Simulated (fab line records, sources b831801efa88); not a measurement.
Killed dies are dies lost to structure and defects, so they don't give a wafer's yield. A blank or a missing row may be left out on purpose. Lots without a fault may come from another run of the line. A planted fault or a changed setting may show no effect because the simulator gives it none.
Problem report in the 8D (eight disciplines) form, filled by code | flow gf180mcu | the parts of the form that need people (team, actions taken, sign-off) are left out

1. THE PROBLEM
spin_speed_rpm at GF_MVSD_COAT_02 reads a mean of 2161.3 rpm on 6 wafers of 2 lots; wafers without a fault read 2000.0 rpm with a standard deviation of 1.3. That is +99 or more standard deviations from the usual mean.
The step: resist thk 3028 nm.
First seen on wafer L675.3, day 7 01:51, on litho_track-03. The record holds 33 wafers of 11 lots with a number at this step. Rule for "out", or "out of limits": more than 4 standard deviations from the usual mean. The other wafers with a number count as sound.

2. WHAT IT IS AND WHAT IT IS NOT
question                    | is                     | is not
which readings at this step | spin_speed_rpm         | -
which lots                  | L675, L676             | L663, L664, L665, L666, L667, L668, L681, L682, L684
which wafers of those lots  | all that have a number | -
read on which tools         | litho_track-03         | litho_track-02, litho_track-04
when                        | from day 7 01:51       | up to then (18 sound wafers); but 9 sound wafers of L681, L682, L684 came after

3. SUSPECTS, AND WHAT RULES EACH OUT
Counting: a tool at a process step up to the reading stays a suspect if it ran every lot that is out and no sound lot after the first of them.
- litho_track-03 at GF_MVSD_COAT_02 (resist thk 3028 nm): kept. It ran every lot that is out, first L675 (day 7 01:51), and no sound lot after that; its last sound lot up to then is L668 (day 5 07:39). Its own readings are out on those wafers: spin_speed_rpm.
Left after counting: litho_track-03 at GF_MVSD_COAT_02.

4. THE CAUSE (what the simulator had put in)
Process parameter drift: litho_track-03, from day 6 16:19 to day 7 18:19, at GF_MVSD_COAT_02. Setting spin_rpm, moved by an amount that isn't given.
Counting left only this tool.

5. THE CHAIN OF EFFECTS, in route order
Each row: a reading whose mean over the struck wafers that have a number lies more than 3 standard deviations from the usual. Only readings for which the record gives a usual standard deviation are gone through. hours: the time from each lot's start at the first step in this table that gives one to its start at this step, as a median over the lots. sigmas: the change in usual standard deviations.
hours | step             | reading                  | usual      | on struck wafers | change | sigmas
0     | GF_MVSD_COAT_02  | spin_speed_rpm           | 2000.0 rpm | 2161.3           | +161.3 | +99 or more
8     | GF_MVSD_STRIP_10 | strip_time_to_endpoint_s | 37.31 s    | 35.92            | -1.39  | -13
The process steps in it:
- GF_MVSD_COAT_02: resist thk 3028 nm.
- GF_MVSD_STRIP_10: strips in O2/N2.

6. WHAT WOULD HAVE CAUGHT IT SOONER
In this record the first reading out of limits was taken at day 7 01:51, 10 hours after the fault began at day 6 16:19.
